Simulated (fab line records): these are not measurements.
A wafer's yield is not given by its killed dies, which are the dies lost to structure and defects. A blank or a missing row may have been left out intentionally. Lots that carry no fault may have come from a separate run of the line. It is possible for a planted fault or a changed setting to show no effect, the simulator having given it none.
Matching of chambers	flow gf180mcu	rieDiel-04 running GF_HV_LDD_ETCHBACK_58: 4 sister chambers
The step etches Si3N4 in CH3F/O2, stops on SiO2, time 100 s, target depth 90 nm. 8 wafers are shown with their chamber, then 7 later ones without.

EACH WAFER AND ITS CHAMBER
wafer	chamber	drypumpMotorCurrentA (A)	oesProductAu (a.u.)
L478.2	0	4.7	0.848
L478.3	0	4.7	0.845
L482.4	3	5.9	0.836
L482.5	2	6.4	0.842
L485.2	2	6.4	0.834
L485.6	3	6.0	0.835
L486.3	1	5.9	0.841
L486.5	1	5.8	0.827

WAFERS WITHOUT THEIR CHAMBER
wafer	drypumpMotorCurrentA (A)	oesProductAu (a.u.)
L486.6	6.4	0.828
L488.3	6.4	0.839
L488.4	4.7	0.847
L488.6	6.4	0.842
L489.4	4.7	0.835
L489.5	6.4	0.845
L489.6	6.0	0.842

CHAMBER TAKEN BY EACH
wafer	from the rows above	in truth
L486.6	2	2
L488.3	2	2
L488.4	0	0
L488.6	2	2
L489.4	0	0
L489.5	2	2
L489.6	can't be placed: 3 or 1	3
6 of 7 placed correctly. These rows do not allow placing 1 (true chamber among the candidates in 1). Number placed wrongly: 0.
How it was worked out, from the rows above alone: a wafer's distance from a chamber is the root of the sum, over the readings, of the square of ((its reading less the chamber's mean) divided by the reading's scatter). The wafer belongs to the nearest chamber; if the next one is less than 2 further off, it can't be placed. Each chamber's mean is taken over the wafers shown for it. How the scatter is found: for the shown wafers, subtract from each reading the mean of its chamber, square and add these, divide the total by (wafers less chambers), then take the root.
